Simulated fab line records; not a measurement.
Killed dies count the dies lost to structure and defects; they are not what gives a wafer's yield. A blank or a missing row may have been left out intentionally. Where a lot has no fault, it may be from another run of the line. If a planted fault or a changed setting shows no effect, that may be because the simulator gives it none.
Chamber matching / flow gf180mcu / 4 sister chambers for GF_V3_CMP_26 on cmp-02
The step polishes, stops on SiO2, t overpolish 15 s, target thk 0 nm. 14 wafers are shown with their chamber, then 7 later ones without.

WAFERS PAIRED WITH THEIR CHAMBERS
wafer=L208.1; chamber=0; motor current A (A)=11.8; overpolish run s (s)=15.005; time to endpoint s (s)=85
wafer=L208.2; chamber=3; motor current A (A)=12.1; overpolish run s (s)=15.002; time to endpoint s (s)=86
wafer=L208.5; chamber=2; motor current A (A)=10.9; overpolish run s (s)=14.993; time to endpoint s (s)=84
wafer=L210.3; chamber=0; motor current A (A)=12.2; overpolish run s (s)=14.984; time to endpoint s (s)=83
wafer=L210.4; chamber=1; motor current A (A)=9.0; overpolish run s (s)=14.999; time to endpoint s (s)=86
wafer=L210.6; chamber=0; motor current A (A)=11.9; overpolish run s (s)=15.005; time to endpoint s (s)=82
wafer=L214.1; chamber=3; motor current A (A)=12.1; overpolish run s (s)=14.997; time to endpoint s (s)=83
wafer=L214.2; chamber=1; motor current A (A)=9.7; overpolish run s (s)=15.016; time to endpoint s (s)=81
wafer=L214.5; chamber=1; motor current A (A)=9.6; overpolish run s (s)=15.003; time to endpoint s (s)=83
wafer=L217.1; chamber=1; motor current A (A)=9.5; overpolish run s (s)=14.987; time to endpoint s (s)=82
wafer=L217.2; chamber=0; motor current A (A)=12.0; overpolish run s (s)=15.004; time to endpoint s (s)=80
wafer=L217.5; chamber=0; motor current A (A)=11.8; overpolish run s (s)=15.002; time to endpoint s (s)=81
wafer=L220.1; chamber=1; motor current A (A)=10.0; overpolish run s (s)=14.995; time to endpoint s (s)=79
wafer=L220.4; chamber=3; motor current A (A)=11.9; overpolish run s (s)=14.997; time to endpoint s (s)=79

SIGNATURES (means of the wafers above)
reading=motor current A; chamber 0=11.940; chamber 1=9.560; chamber 2=10.900; chamber 3=12.033; scatter within a chamber=0.259
reading=overpolish run s; chamber 0=15.00000; chamber 1=15.00000; chamber 2=14.99300; chamber 3=14.99867; scatter within a chamber=0.00896
reading=time to endpoint s; chamber 0=82.20; chamber 1=82.20; chamber 2=84.00; chamber 3=82.67; scatter within a chamber=2.57
Rule: a wafer lies at a distance from a chamber equal to the root of the sum of squares, over the readings, of (its reading less the chamber's mean, divided by the reading's scatter). If the next closest chamber is less than 2 further off than the closest, the wafer can't be placed; otherwise it belongs to the closest. The scatter is the square root of a quotient: the sum, over the shown wafers, of each reading's squared deviation from its chamber's mean, divided by wafers minus chambers.

WAFERS WITH NO CHAMBER GIVEN
wafer=L220.6; motor current A (A)=12.3; overpolish run s (s)=14.994; time to endpoint s (s)=81
wafer=L225.3; motor current A (A)=10.1; overpolish run s (s)=15.000; time to endpoint s (s)=82
wafer=L225.4; motor current A (A)=10.8; overpolish run s (s)=15.006; time to endpoint s (s)=85
wafer=L225.6; motor current A (A)=12.0; overpolish run s (s)=14.993; time to endpoint s (s)=84
wafer=L228.4; motor current A (A)=11.9; overpolish run s (s)=14.999; time to endpoint s (s)=80
wafer=L228.5; motor current A (A)=9.4; overpolish run s (s)=14.999; time to endpoint s (s)=80
wafer=L228.6; motor current A (A)=12.4; overpolish run s (s)=15.009; time to endpoint s (s)=79

WHICH CHAMBER EACH ONE RAN IN
wafer=L220.6; from the rows above=can't be placed: 3 or 0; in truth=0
wafer=L225.3; from the rows above=can't be placed: 1 or 2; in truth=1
wafer=L225.4; from the rows above=2; in truth=2
wafer=L225.6; from the rows above=can't be placed: 3 or 0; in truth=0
wafer=L228.4; from the rows above=can't be placed: 0 or 3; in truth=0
wafer=L228.5; from the rows above=1; in truth=1
wafer=L228.6; from the rows above=can't be placed: 3 or 0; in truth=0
Correctly placed: 2 of 7. Unplaceable from these rows: 5, with the true chamber sitting among the candidates in 5. Number placed wrongly: 0.
